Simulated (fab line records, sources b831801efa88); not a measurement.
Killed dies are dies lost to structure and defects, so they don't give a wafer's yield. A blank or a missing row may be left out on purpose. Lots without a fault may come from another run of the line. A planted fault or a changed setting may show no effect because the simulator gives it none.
Which tool did it? | flow sky130 | 11 lots, 33 wafers sampled, at 1 step of a route of 708

WHAT THE GAUGES READ, wafer by wafer
SKY_VIA1_RS_MEAS_22: measures by four-point-probe.
lot  | measured     | on            | VIA1_W_RS (ohm/sq)
L780 | day 34 15:44 | film_metro-02 | 0.427 0.423 0.427
L781 | day 34 18:46 | film_metro-01 | 0.426 0.422 0.424
L785 | day 36 01:02 | film_metro-03 | 0.408 0.407 0.410
L784 | day 36 02:32 | film_metro-03 | 0.431 0.411 0.410
L786 | day 36 09:18 | film_metro-01 | 0.432 0.431 0.427
L787 | day 36 12:09 | film_metro-03 | 0.419 0.423 0.425
L792 | day 37 20:01 | film_metro-03 | 0.422 0.419 0.427
L798 | day 39 23:25 | film_metro-03 | 0.417 0.435 0.417
L799 | day 40 01:10 | film_metro-03 | 0.425 0.417 0.406
L800 | day 40 15:12 | film_metro-03 | 0.422 0.419 0.436
L802 | day 40 18:41 | film_metro-02 | 0.426 0.427 0.411

WHICH TOOL RAN EACH LOT (tool, then ch and the chambers of the sampled wafers, then the start)
The record holds no process step before these readings.

THE ANSWER, worked out from the rows above alone
Rule: what is usual is taken from the lots themselves. Put in order of their means at a reading, lots are off if they are a third of the lots or fewer, leave a main group of 4 or more, and stand apart from it by a gap of 3 or more times the standard deviation of the main group's means; of several such gaps the widest counts. A main group whose means are all the same, to the digits that the tables above print for the reading, isn't used. A lot without any number at a reading at which 4 lots or more have one is off too. The other lots that the step has rows for count as sound.
No lot is off at any reading shown: from this, nothing can be told.

WHAT THE SIMULATOR HAD PUT IN
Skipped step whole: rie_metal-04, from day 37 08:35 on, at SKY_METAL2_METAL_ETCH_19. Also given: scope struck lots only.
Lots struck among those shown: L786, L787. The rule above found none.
